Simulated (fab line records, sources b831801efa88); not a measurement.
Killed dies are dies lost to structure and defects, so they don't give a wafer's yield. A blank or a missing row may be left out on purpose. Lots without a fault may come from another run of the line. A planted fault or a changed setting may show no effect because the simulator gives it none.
fab line records | flow sky130
record: lots: 12 | wafers: 33 | last-day: 49
route steps=708 shown METAL3@565 CAP2M@607 VIA4@641 METAL5@662 PAD_OPEN@708
lots that met no fault: from a run of the same line without faults
start-h: hours from the record's opening day to when the first of the lot's shown wafers began | wait-h: hours from the lot's prior step to this one | " as in the row above | L1.1+2: one row covering several wafers at once | - value missing, or start not given | * or withheld: withheld | < > ~ a bound
route shown NAME@n: names a module that has steps shown in the file, with the first one's number in the route | usual: the fault-free wafers' mean and standard deviation | same: alike in all rows | chamber/n: place in a boat | sites: the reading at each site | _std_site: how widely they spread, as a standard deviation | _edge_site: the outer-site mean with the inner-site mean subtracted | radius-mm: for every site, how far away it sits from the centre of the wafer | mask NAME#n: copy n | behind: the tool/chamber that last shaped the wafer | hold: the reason the lot was held/the length of the hold in hours/how it ended | device: the n, p or np transistor that did not switch | end of line: at the end of the route, the tests of the same wafers | step lacking rows: just its recipe | killed: at the first sort, the dies lost to defects and structure; wafer yield is something else | map: a wafer's dies, marking killed ones x, the rest . and places with no die _
set.NAME: setting as actually run; set.NAME@STEP: the setting as run at that earlier step | model.NAME: the simulator's own value behind a step, which no gauge read
a sample of lots followed through the steps of the route, with each step as a table and each wafer as a row
services: a tool's chamber out of use, with start hour (start-h, from the record's first day; less than 0 if before it), hours out, and reason
== steps ==
step: SKY_METAL3_DESCUM_15
recipe: chemistry: O2 | source-power-w: 150 | bias-power-w: 0 | pressure-mtorr: 10 | temp-c: 40 | time-s: 8
usual: drypump-motor-current-A: 5.75/0.21 | oes-product-au: 0.999/0.0083
lot.wafer | tool         | chamber | start-h | wait-h | drypump-motor-current-A | oes-product-au | rf-hours-counter-h
L798.1    | rie-metal-01 | 1       | 902.20  | 0.0    | 5.55                    | 0.992          | 17
L798.4    | "            | 1       | "       | "      | 5.55                    | 1.005          | -
L798.5    | "            | 0       | "       | "      | 5.91                    | 0.987          | -
L801.1    | rie-metal-03 | 0       | 922.99  | 0.0    | 5.85                    | 0.994          | 1
L801.4    | "            | 1       | "       | "      | 5.79                    | 0.999          | -
L801.6    | "            | 1       | "       | "      | 5.79                    | 0.998          | -
L802.2    | rie-metal-03 | 0       | 932.84  | 0.0    | 5.84                    | 0.998          | 1
L802.4    | "            | 0       | "       | "      | 5.84                    | 0.998          | -
L802.6    | "            | 0       | "       | "      | 5.82                    | 1.006          | -
L804.1    | rie-metal-01 | 0       | 949.31  | 0.0    | 5.90                    | 0.994          | 8
L804.2    | "            | 1       | "       | "      | 5.55                    | 0.991          | 1
L804.3    | "            | 0       | "       | "      | 5.92                    | 0.981          | -
L805.1    | rie-metal-04 | 0       | 955.90  | 0.0    | 5.99                    | 1.005          | 2
L805.2    | "            | 1       | "       | "      | 5.13                    | 0.991          | 20
L805.6    | "            | 0       | "       | "      | 5.99                    | 1.011          | -
L809.2    | rie-metal-04 | 1       | 977.80  | 0.0    | 5.17                    | 0.987          | 21
L809.4    | "            | 0       | "       | "      | 6.00                    | 1.004          | -
L809.5    | "            | 0       | "       | "      | 5.97                    | 1.016          | -
L810.2    | rie-metal-01 | 0       | 990.76  | 0.0    | 5.89                    | 1.001          | 10
L810.3    | "            | 0       | "       | "      | 5.92                    | 1.003          | -
L810.6    | "            | 1       | "       | "      | 5.54                    | 0.997          | -
L811.2    | rie-metal-01 | 0       | 1003.30 | 0.0    | 5.88                    | 0.992          | 11
L811.5    | "            | 1       | "       | "      | 5.53                    | 0.999          | -
L811.6    | "            | 0       | "       | "      | 5.89                    | 0.997          | -
L812.1    | rie-metal-01 | 0       | 1009.34 | 0.0    | 5.91                    | 1.005          | 12
L812.3    | "            | 1       | "       | "      | 5.55                    | 0.999          | -
L812.4    | "            | 0       | "       | "      | 5.91                    | 1.004          | -
L816.1    | rie-metal-01 | 1       | 1032.76 | 0.0    | 5.54                    | 0.988          | 6
L816.2    | "            | 0       | "       | "      | 5.92                    | 0.995          | 13
L817.2    | rie-metal-04 | 0       | 1036.01 | 0.0    | 5.96                    | 1.010          | 8
L817.4    | "            | 0       | "       | "      | 5.95                    | 1.011          | -
L818.1    | rie-metal-01 | 1       | 1042.45 | 0.0    | 5.56                    | 0.990          | 6
L818.2    | "            | 0       | "       | "      | 5.89                    | 0.988          | 13
step: SKY_CAP2M_THK_MEAS_04
recipe: thk-meas-gauge: xrf | reads: TiN_of_CAP2M_SPUTTER_02
usual: CAP2M_TIN_THK: 202.7/2.1
lot.wafer | tool          | chamber | start-h | wait-h | CAP2M_TIN_THK[nm]
L798.1    | film-metro-03 | -       | 930.60  | 0.1    | 202.5
L798.4    | "             | -       | "       | "      | 202.3
L798.5    | "             | -       | "       | "      | 202.3
L801.1    | film-metro-04 | -       | 951.63  | 0.1    | 205.5
L801.4    | "             | -       | "       | "      | 204.1
L801.6    | "             | -       | "       | "      | 204.1
L802.2    | film-metro-01 | -       | 960.13  | 0.1    | 205.8
L802.4    | "             | -       | "       | "      | 204.6
L802.6    | "             | -       | "       | "      | 205.7
L804.1    | film-metro-04 | -       | 976.70  | 0.1    | 202.0
L804.2    | "             | -       | "       | "      | 203.7
L804.3    | "             | -       | "       | "      | 201.5
L805.1    | film-metro-04 | -       | 983.14  | 0.1    | 198.6
L805.2    | "             | -       | "       | "      | 201.2
L805.6    | "             | -       | "       | "      | 200.4
L809.2    | film-metro-01 | -       | 1004.90 | 0.1    | 201.9
L809.4    | "             | -       | "       | "      | 202.0
L809.5    | "             | -       | "       | "      | 200.5
L810.2    | film-metro-03 | -       | 1018.67 | 0.1    | 201.3
L810.3    | "             | -       | "       | "      | 201.2
L810.6    | "             | -       | "       | "      | 203.1
L811.2    | film-metro-04 | -       | 1029.93 | 0.1    | 201.6
L811.5    | "             | -       | "       | "      | 202.2
L811.6    | "             | -       | "       | "      | 201.3
L812.1    | film-metro-03 | -       | 1036.29 | 0.1    | 201.5
L812.3    | "             | -       | "       | "      | 201.0
L812.4    | "             | -       | "       | "      | 202.0
L816.1    | film-metro-03 | -       | 1058.77 | 0.1    | 205.3
L816.2    | "             | -       | "       | "      | 205.6
L817.2    | film-metro-01 | -       | 1061.37 | 0.1    | 203.9
L817.4    | "             | -       | "       | "      | 201.2
L818.1    | film-metro-01 | -       | 1067.31 | 0.1    | 202.6
L818.2    | "             | -       | "       | "      | 199.2
step: SKY_VIA4_CMP_02
recipe: material: SiO2 | down-force-psi: 4 | platen-rpm: 60 | pad-velocity-m-s: 0.94248
usual: head-pressure-psi: 4.000/0.0096 | motor-current-A: 11.7/1 | slurry-filter-dp-kPa: 13.49/0.14
lot.wafer | tool   | chamber | start-h | wait-h | head-pressure-psi | motor-current-A | slurry-filter-dp-kPa
L798.1    | cmp-02 | 2       | 980.59  | 0.1    | 4.016             | 11.5            | 13.50
L798.4    | "      | 1       | "       | "      | 4.018             | 12.6            | 13.64
L798.5    | "      | 2       | "       | "      | 3.998             | 11.6            | 13.35
L801.1    | cmp-02 | 1       | 1000.14 | 0.1    | 3.998             | 12.3            | 13.61
L801.4    | "      | 3       | "       | "      | 4.004             | 13.1            | 13.30
L801.6    | "      | 1       | "       | "      | 4.001             | 12.6            | 13.54
L802.4    | cmp-01 | 1       | 1009.10 | 0.0    | 4.010             | 10.8            | 13.36
L802.2    | "      | 0       | "       | "      | 3.996             | 11.3            | 13.37
L802.6    | "      | 1       | "       | "      | 3.999             | 10.1            | 13.44
L804.3    | cmp-02 | 1       | 1024.42 | 0.1    | 3.985             | 12.6            | 13.43
L804.1    | "      | 2       | "       | "      | 4.000             | 12.5            | 13.34
L804.2    | "      | 3       | "       | "      | 4.021             | 12.4            | 13.45
L805.2    | cmp-02 | 3       | 1030.87 | 0.0    | 4.013             | 12.1            | 13.52
L805.1    | "      | 1       | "       | "      | 3.997             | 13.3            | 13.61
L805.6    | "      | 3       | "       | "      | 3.993             | 12.8            | 13.63
L809.4    | cmp-02 | 2       | 1051.75 | 0.0    | 4.009             | 11.7            | 13.43
L809.2    | "      | 3       | "       | "      | 4.011             | 12.3            | 13.39
L809.5    | "      | 3       | "       | "      | 3.992             | 12.2            | 13.33
L810.3    | cmp-02 | 3       | 1064.50 | 0.1    | 4.017             | 12.1            | 13.38
L810.2    | "      | 0       | "       | "      | 3.997             | 10.3            | 13.35
L810.6    | "      | 3       | "       | "      | 3.996             | 12.3            | 13.36
L811.2    | cmp-01 | 0       | 1076.84 | 0.0    | 4.019             | 10.5            | 13.49
L811.5    | "      | 0       | "       | "      | 4.010             | 11.5            | 13.50
L811.6    | "      | 1       | "       | "      | 4.006             | 10.2            | 13.32
L812.4    | cmp-01 | 1       | 1081.10 | 0.0    | 3.999             | 10.8            | 13.65
L812.1    | "      | 2       | "       | "      | 3.999             | 10.7            | 13.66
L812.3    | "      | 3       | "       | "      | 3.996             | 14.3            | 13.63
L816.2    | cmp-02 | 2       | 1102.44 | 0.1    | 4.014             | 11.9            | 13.13
L816.1    | "      | 0       | "       | "      | 4.016             | 10.7            | 13.50
L817.2    | cmp-02 | 1       | 1104.85 | 0.1    | 4.000             | 12.5            | 13.54
L817.4    | "      | 3       | "       | "      | 4.008             | 11.2            | 13.73
L818.1    | cmp-02 | 2       | 1110.73 | 0.2    | 3.985             | 11.4            | 13.50
L818.2    | "      | 1       | "       | "      | 4.011             | 13.1            | 13.59
step: SKY_VIA4_ETCH_12
recipe: target: SiO2 | chemistry: C4F8/O2/Ar | stop-on: TiN | mask-material: NOVOLAK | source-w: 1500 | bias-w: 1200 | pressure-mtorr: 40 | c4f8-flow-sccm: withheld | O2_flow_sccm: 6 | Ar_flow_sccm: 300 | time-s: withheld | target-depth-a: 5800
usual: oes-product-au: 0.926/0.0047
lot.wafer | tool        | chamber | start-h | wait-h | oes-product-au
L798.1    | rie-diel-03 | 3       | 1004.24 | 0.0    | 0.936
L798.4    | "           | 2       | "       | "      | 0.929
L798.5    | "           | 1       | "       | "      | 0.924
L801.1    | rie-diel-01 | 1       | 1023.29 | 0.0    | 0.920
L801.4    | "           | 3       | "       | "      | 0.926
L801.6    | "           | 3       | "       | "      | 0.921
L802.2    | rie-diel-03 | 2       | 1031.98 | 0.0    | 0.928
L802.4    | "           | 0       | "       | "      | 0.927
L802.6    | "           | 2       | "       | "      | 0.930
L804.1    | rie-diel-04 | 2       | 1047.04 | 0.0    | 0.927
L804.2    | "           | 1       | "       | "      | 0.929
L804.3    | "           | 0       | "       | "      | 0.920
L805.1    | rie-diel-03 | 0       | 1053.82 | 0.0    | 0.933
L805.2    | "           | 2       | "       | "      | 0.924
L805.6    | "           | 1       | "       | "      | 0.926
L809.2    | rie-diel-03 | 1       | 1073.04 | 0.0    | 0.925
L809.4    | "           | 3       | "       | "      | 0.919
L809.5    | "           | 0       | "       | "      | 0.930
L810.2    | rie-diel-04 | 0       | 1085.54 | 0.0    | 0.915
L810.3    | "           | 1       | "       | "      | 0.936
L810.6    | "           | 3       | "       | "      | 0.920
L811.2    | rie-diel-04 | 0       | 1097.99 | 0.0    | 0.927
L811.5    | "           | 0       | "       | "      | 0.937
L811.6    | "           | 3       | "       | "      | 0.934
L812.1    | rie-diel-03 | 3       | 1101.94 | 0.0    | 0.926
L812.3    | "           | 2       | "       | "      | 0.923
L812.4    | "           | 0       | "       | "      | 0.923
L816.1    | rie-diel-04 | 3       | 1122.49 | 0.0    | 0.882
L816.2    | "           | 0       | "       | "      | 0.868
L817.2    | rie-diel-04 | 2       | 1123.92 | 0.0    | 0.869
L817.4    | "           | 0       | "       | "      | 0.916
L818.1    | rie-diel-01 | 0       | 1129.93 | 0.0    | 0.872
L818.2    | "           | 3       | "       | "      | 0.877
step: SKY_METAL5_SPUTTER_01
recipe: material: TiN | target-thk-nm: 20 | power-w: 6500 | time-s: 16.7 | chamber-pressure-pa: 0.4
usual: throttle-valve-pct: 29.9/1.2
lot.wafer | tool           | chamber | start-h | wait-h | throttle-valve-pct
L798.1    | pvd-sputter-04 | -       | 1006.47 | 0.0    | 30.7
L798.4    | "              | -       | "       | "      | 28.6
L798.5    | "              | -       | "       | "      | 31.4
L801.1    | pvd-sputter-04 | -       | 1024.71 | 0.0    | 30.8
L801.4    | "              | -       | "       | "      | 30.7
L801.6    | "              | -       | "       | "      | 28.4
L802.2    | pvd-sputter-03 | -       | 1033.39 | 0.0    | 29.5
L802.4    | "              | -       | "       | "      | 30.0
L802.6    | "              | -       | "       | "      | 29.5
L804.1    | pvd-sputter-02 | -       | 1048.42 | 0.0    | 29.8
L804.2    | "              | -       | "       | "      | 28.3
L804.3    | "              | -       | "       | "      | 32.0
L805.1    | pvd-sputter-02 | -       | 1055.24 | 0.0    | 30.0
L805.2    | "              | -       | "       | "      | 27.5
L805.6    | "              | -       | "       | "      | 29.7
L809.2    | pvd-sputter-04 | -       | 1074.42 | 0.0    | 31.3
L809.4    | "              | -       | "       | "      | 30.8
L809.5    | "              | -       | "       | "      | 28.6
L810.2    | pvd-sputter-04 | -       | 1086.96 | 0.0    | 28.6
L810.3    | "              | -       | "       | "      | 31.2
L810.6    | "              | -       | "       | "      | 30.9
L811.2    | pvd-sputter-04 | -       | 1099.41 | 0.0    | 30.9
L811.5    | "              | -       | "       | "      | 30.7
L811.6    | "              | -       | "       | "      | 30.8
L812.1    | pvd-sputter-03 | -       | 1103.84 | 0.0    | 29.4
L812.3    | "              | -       | "       | "      | 29.7
L812.4    | "              | -       | "       | "      | 29.5
L816.1    | pvd-sputter-03 | -       | 1124.99 | 0.0    | 29.7
L816.2    | "              | -       | "       | "      | 29.7
L817.2    | pvd-sputter-02 | -       | 1126.19 | 0.0    | 28.3
L817.4    | "              | -       | "       | "      | 31.7
L818.1    | pvd-sputter-04 | -       | 1131.31 | 0.0    | 30.8
L818.2    | "              | -       | "       | "      | 30.5
step: SKY_PAD_OPEN_PROBE_99
usual: defect-limited-yield: 82.4/1.9 | killed_at_M0_to_M3: 44/7 | killed_at_M4_up: 3.2/1.8 | killed-at-contacts: 24/5.1 | killed-at-front-end: 15/4.3 | killed-at-other: 0.3/0.5 | killed-dies: 86/9.6 | killed-on-rim: 17/4.1 | killed-open: 48/7.1 | killed-short: 38/6.7 | sort_bin_3_pad_short: 0.9/0.44 | sort_bin_5_function: 10.3/1.5 | sort_bin_6_memory: 6.4/1.1 | sort-n-pass: 406/9.6 | sort-yield-pct: 82.4/1.9
same: gross-dies: 492 | killed-at-back-side: 0 | sort_bin_4_leakage[%]: 0 | sort_bin_8_speed[%]: 0
lot.wafer | tool      | chamber | start-h | wait-h | defect-limited-yield[%] | killed_at_M0_to_M3 | killed_at_M4_up | killed-at-contacts | killed-at-front-end | killed-at-other | killed-dies | killed-on-rim | killed-open | killed-short | sort_bin_3_pad_short[%] | sort_bin_5_function[%] | sort_bin_6_memory[%] | sort-n-pass | sort-yield-pct[%]
L798.1    | prober-01 | -       | 1076.90 | 0.1    | 84.8                    | 43                 | 2               | 21                 | 9                   | 0               | 75          | 16            | 43          | 32           | 1.6                     | 8.3                    | 5.3                  | 417         | 84.8
L798.4    | prober-01 | -       | 1077.05 | 0.2    | 85.2                    | 40                 | 2               | 17                 | 14                  | 0               | 73          | 16            | 43          | 27           | 0.2                     | 10.2                   | 4.5                  | 419         | 85.2
L798.5    | prober-01 | -       | 1077.10 | 0.2    | 82.7                    | 43                 | 3               | 25                 | 13                  | 1               | 85          | 15            | 45          | 36           | 0.8                     | 10.4                   | 6.1                  | 407         | 82.7
L802.2    | prober-01 | -       | 1101.93 | 0.1    | 81.3                    | 46                 | 2               | 26                 | 18                  | 0               | 92          | 13            | 48          | 44           | 1.6                     | 8.3                    | 8.7                  | 400         | 81.3
L802.4    | prober-01 | -       | 1102.03 | 0.2    | 81.5                    | 38                 | 1               | 31                 | 21                  | 0               | 91          | 21            | 65          | 26           | 0.8                     | 11.2                   | 6.5                  | 401         | 81.5
L802.6    | prober-01 | -       | 1102.13 | 0.2    | 84.6                    | 46                 | 3               | 19                 | 7                   | 1               | 76          | 12            | 36          | 40           | 0.8                     | 9.6                    | 5.1                  | 416         | 84.6
L805.6    | prober-02 | -       | 1121.41 | 0.2    | 80.3                    | 55                 | 0               | 24                 | 17                  | 1               | 97          | 20            | 53          | 44           | 1.2                     | 10.0                   | 8.5                  | 395         | 80.3
L809.2    | prober-02 | -       | 1137.35 | 0.1    | 84.1                    | 40                 | 3               | 18                 | 17                  | 0               | 78          | 16            | 44          | 34           | 0.2                     | 9.6                    | 6.1                  | 414         | 84.1
L809.4    | prober-02 | -       | 1137.45 | 0.2    | 86.2                    | 40                 | 3               | 19                 | 6                   | 0               | 68          | 10            | 39          | 29           | 0.2                     | 8.5                    | 5.1                  | 424         | 86.2
L809.5    | prober-02 | -       | 1137.50 | 0.2    | 83.7                    | 39                 | 2               | 23                 | 16                  | 0               | 80          | 11            | 46          | 34           | 0.6                     | 11.2                   | 4.5                  | 412         | 83.7
L816.2    | prober-01 | -       | 1182.32 | 0.1    | 85.8                    | 39                 | 1               | 19                 | 10                  | 1               | 70          | 19            | 39          | 30           | 0.4                     | 8.1                    | 5.7                  | 422         | 85.8
L817.4    | prober-02 | -       | 1183.89 | 0.2    | 78.3                    | 54                 | 5               | 31                 | 17                  | 0               | 107         | 20            | 61          | 46           | 0.8                     | 13.2                   | 7.7                  | 385         | 78.3
L818.1    | prober-01 | -       | 1186.50 | 0.1    | 79.9                    | 48                 | 3               | 26                 | 21                  | 1               | 99          | 16            | 53          | 46           | 1.0                     | 12.8                   | 6.3                  | 393         | 79.9
L818.2    | prober-01 | -       | 1186.55 | 0.1    | 80.3                    | 43                 | 7               | 32                 | 15                  | 0               | 97          | 19            | 50          | 46           | 0.4                     | 11.0                   | 8.3                  | 395         | 80.3
killed by level:class
L798.1 CONTACT:geometric-particle:open=14 METAL2:geometric-particle:short=10 VIA1:geometric-particle:short=7 LI_CONTACT:geometric-particle:open=5 METAL1:geometric-particle:short=5 VIA2:geometric-particle:open=5 SPACER:geometric-particle:open=4 VIA1:geometric-particle:open=4
L798.4 VIA1:geometric-particle:open=8 VIA2:geometric-particle:open=7 CONTACT:geometric-particle:open=6 VIA3:geometric-particle:open=6 POLY_GATE:geometric-particle:open=5 LI_CONTACT:geometric-particle:open=5 METAL1:geometric-particle:short=5 METAL2:geometric-particle:short=5
L798.5 CONTACT:geometric-particle:open=10 VIA3:geometric-particle:open=7 VIA2:geometric-particle:open=7 VIA1:geometric-particle:short=6 VIA2:geometric-particle:short=6 LI_CONTACT:geometric-particle:short=5 LI_CONTACT:geometric-particle:open=5 VIA1:geometric-particle:open=5
L802.2 LI_CONTACT:geometric-particle:open=11 METAL2:geometric-particle:short=10 FIELD_ISO:geometric-particle:open=8 VIA1:geometric-particle:open=8 POLY_GATE:geometric-particle:short=6 VIA2:geometric-particle:open=6 LOCAL_INTERCONNECT:geometric-particle:short=5 VIA1:geometric-particle:short=5
L802.4 CONTACT:geometric-particle:open=15 VIA1:geometric-particle:open=10 FIELD_ISO:geometric-particle:open=9 LI_CONTACT:geometric-particle:open=8 VIA2:geometric-particle:open=8 POLY_GATE:geometric-particle:open=7 METAL2:geometric-particle:short=7 CONTACT:geometric-particle:short=6
L802.6 VIA1:geometric-particle:open=10 METAL2:geometric-particle:short=10 CONTACT:geometric-particle:open=7 LI_CONTACT:geometric-particle:open=5 VIA1:geometric-particle:short=5 CONTACT:geometric-particle:short=4 METAL3:geometric-particle:short=4 VIA2:geometric-particle:short=4
L805.6 VIA2:geometric-particle:open=10 CONTACT:geometric-particle:open=9 VIA1:geometric-particle:short=8 VIA1:geometric-particle:open=7 LI_CONTACT:geometric-particle:open=7 METAL3:geometric-particle:short=6 METAL2:geometric-particle:short=5 POLY_GATE:geometric-particle:open=5
L809.2 CONTACT:geometric-particle:open=10 VIA1:geometric-particle:open=8 VIA2:geometric-particle:open=6 VIA3:geometric-particle:open=6 FIELD_ISO:geometric-particle:short=5 METAL1:geometric-particle:short=5 POLY_GATE:geometric-particle:short=4 METAL2:geometric-particle:short=4
L809.4 VIA1:geometric-particle:open=9 LI_CONTACT:geometric-particle:open=9 VIA1:geometric-particle:short=7 METAL1:geometric-particle:short=7 CONTACT:geometric-particle:open=6 METAL2:geometric-particle:short=4 VIA2:geometric-particle:open=4 CONTACT:geometric-particle:short=3
L809.5 VIA3:geometric-particle:open=8 CONTACT:geometric-particle:open=8 VIA1:geometric-particle:open=8 LI_CONTACT:geometric-particle:open=7 METAL1:geometric-particle:short=6 VIA2:geometric-particle:short=5 METAL2:geometric-particle:short=5 FIELD_ISO:geometric-particle:open=4
L816.2 CONTACT:geometric-particle:open=11 VIA1:geometric-particle:open=8 VIA1:geometric-particle:short=6 VIA3:geometric-particle:open=6 VIA2:geometric-particle:open=4 VIA3:geometric-particle:short=4 LI_CONTACT:geometric-particle:short=3 CONTACT:geometric-particle:short=3
L817.4 VIA1:geometric-particle:open=11 VIA2:geometric-particle:open=10 LI_CONTACT:geometric-particle:open=9 CONTACT:geometric-particle:open=8 VIA3:geometric-particle:short=8 VIA3:geometric-particle:open=7 FIELD_ISO:geometric-particle:open=6 LI_CONTACT:geometric-particle:short=6
L818.1 VIA1:geometric-particle:open=16 LI_CONTACT:geometric-particle:open=8 CONTACT:geometric-particle:open=8 FIELD_ISO:geometric-particle:open=6 METAL1:geometric-particle:short=6 CONTACT:geometric-particle:short=6 VIA1:geometric-particle:short=5 METAL2:geometric-particle:short=5
L818.2 CONTACT:geometric-particle:open=9 VIA1:geometric-particle:open=9 LI_CONTACT:geometric-particle:open=8 LOCAL_INTERCONNECT:geometric-particle:short=8 METAL1:geometric-particle:short=6 FIELD_ISO:geometric-particle:short=5 CONTACT:geometric-particle:short=5 VIA1:geometric-particle:short=5
== services ==
tool           | chamber | start-h | hours | kind
rie-diel-04    | 1       | 885.74  | 4.1   | repair
rie-metal-01   | -       | 888.76  | 1.3   | repair
cmp-01         | -       | 894.98  | 3.8   | repair
rie-diel-04    | -       | 894.99  | 0.3   | repair
rie-diel-03    | -       | 899.05  | 14.6  | pm
rie-diel-04    | 1       | 900.11  | 17.0  | repair
cmp-02         | -       | 909.80  | 1.5   | repair
cmp-02         | -       | 912.11  | 4.0   | pm
rie-diel-03    | 3       | 917.58  | 10.7  | repair
rie-diel-03    | 1       | 923.96  | 3.2   | repair
rie-diel-03    | -       | 925.28  | 1.8   | repair
cmp-02         | -       | 958.43  | 5.5   | pm
cmp-02         | -       | 974.73  | 0.2   | repair
cmp-02         | -       | 996.62  | 0.8   | repair
rie-diel-04    | 0       | 998.50  | 10.6  | repair
cmp-02         | -       | 1004.48 | 3.1   | repair
rie-diel-04    | -       | 1025.67 | 0.1   | repair
rie-diel-03    | 3       | 1026.82 | 2.6   | repair
rie-diel-04    | 1       | 1039.09 | 7.6   | repair
rie-diel-04    | -       | 1054.51 | 1.3   | repair
cmp-02         | -       | 1056.92 | 5.4   | pm
cmp-02         | -       | 1083.06 | 0.9   | repair
rie-diel-03    | 2       | 1084.70 | 4.6   | repair
pvd-sputter-04 | -       | 1123.53 | 2.3   | repair
== key ==
first-sign: step: SKY_VIA4_ETCH_12 | reading: oes-product-au | direction: down | sigmas: 11 | usual: 0.926 | struck: 0.874
effect none on later readings
met-at SKY_VIA4_CMP_02
struck-lots L816,L817,L818
struck-wafers L816.1,L816.2,L817.2,L818.1,L818.2
not-acting-at SKY_METAL3_DESCUM_15,SKY_CAP2M_THK_MEAS_04,SKY_METAL5_SPUTTER_01
onset-between 1064.50 1102.44
fault: kind: process-parameter-drift | tool: cmp-02 | chamber: - | onset-h: 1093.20 | steps: SKY_VIA4_CMP_02 | channel: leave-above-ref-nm | offset: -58 | shape: step | end-h: 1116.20 | scope: struck-wafers-only | acts-in: these-recipes-only | stated: 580
